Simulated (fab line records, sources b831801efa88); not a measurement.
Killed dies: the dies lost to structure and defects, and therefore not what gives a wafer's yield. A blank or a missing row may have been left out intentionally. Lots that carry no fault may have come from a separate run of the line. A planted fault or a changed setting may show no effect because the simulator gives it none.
The same fault as seen by 2 desks + flow sfq line + numbers are kept per desk, each desk with only its own; the story behind them comes last

## THE METROLOGY DESK
What the gauges read for every lot (on any tool): the sampled wafers with a number, averaged. If a lot's mean is further than 4 standard deviations from the usual mean, the lot is out of limits and carries the mark OUT (the distance appears in the brackets).
Columns: A = M8_BOW at SFQ_M8_BOW_MEAS_951, usual 8 um
| lot  | first seen here | A  |
|------|-----------------|----|
| L943 | day 68 17:30    | 14 |
| L946 | day 69 20:38    | 19 |
| L947 | day 70 07:27    | 1  |
| L948 | day 70 16:13    | 21 |
| L949 | day 70 19:47    | 14 |
| L953 | day 75 03:35    | 7  |
| L954 | day 81 16:08    | 18 |
| L955 | day 82 00:32    | 0  |
| L956 | day 82 04:07    | 30 |
| L958 | day 82 09:12    | -3 |
| L961 | day 83 02:06    | 14 |
| L962 | day 83 05:43    | 2  |
| L963 | day 83 12:56    | -1 |
| L964 | day 83 21:19    | 4  |
| L966 | day 84 05:43    | 5  |
This desk's verdict: no lot among the 15 shows anything out of limits.

## TOOL OWNER'S DESK, rie diel-04
The tool's own readings at SFQ_TRILAYER_I7_VIA_BARC_OPEN_VIA_ETCH_260 (etches BARC in O2, target depth 125 nm, time 41.7 s): means of the sampled wafers that have a number, for each lot that ran on this tool. If a lot's mean is further than 4 standard deviations from the usual mean, the lot is out of limits and carries the mark OUT (the distance appears in the brackets).
Columns: A = bias w at SFQ_TRILAYER_I7_VIA_BARC_OPEN_VIA_ETCH_260, usual 79.99 W; B = chamber pressure mTorr at SFQ_TRILAYER_I7_VIA_BARC_OPEN_VIA_ETCH_260, usual 29.999 mTorr; C = drypump motor current A at SFQ_TRILAYER_I7_VIA_BARC_OPEN_VIA_ETCH_260, usual 5.82 A; D = oes product au at SFQ_TRILAYER_I7_VIA_BARC_OPEN_VIA_ETCH_260, usual 0.682 a.u.
| lot  | first seen here | A     | B      | C    | D     |
|------|-----------------|-------|--------|------|-------|
| L947 | day 69 21:56    | 80.00 | 30.012 | 5.79 | 0.682 |
| L948 | day 70 02:44    | 80.04 | 29.979 | 5.94 | 0.682 |
| L949 | day 70 13:45    | 79.70 | 30.004 | 5.83 | 0.688 |
| L953 | day 74 22:35    | 79.93 | 29.994 | 5.92 | 0.685 |
| L958 | day 79 11:53    | 79.93 | 30.009 | 5.93 | 0.686 |
| L961 | day 80 04:26    | 80.05 | 30.002 | 5.99 | 0.679 |
| L962 | day 80 15:02    | 80.02 | 29.975 | 5.78 | 0.685 |
This desk's verdict: no lot among the 7 shows anything out of limits.

## ALL TOGETHER
Metrology desk: nothing out of limits seen.
Nothing out of limits was seen by the tool owner's desk.

## WHAT THE SIMULATOR HAD PUT IN
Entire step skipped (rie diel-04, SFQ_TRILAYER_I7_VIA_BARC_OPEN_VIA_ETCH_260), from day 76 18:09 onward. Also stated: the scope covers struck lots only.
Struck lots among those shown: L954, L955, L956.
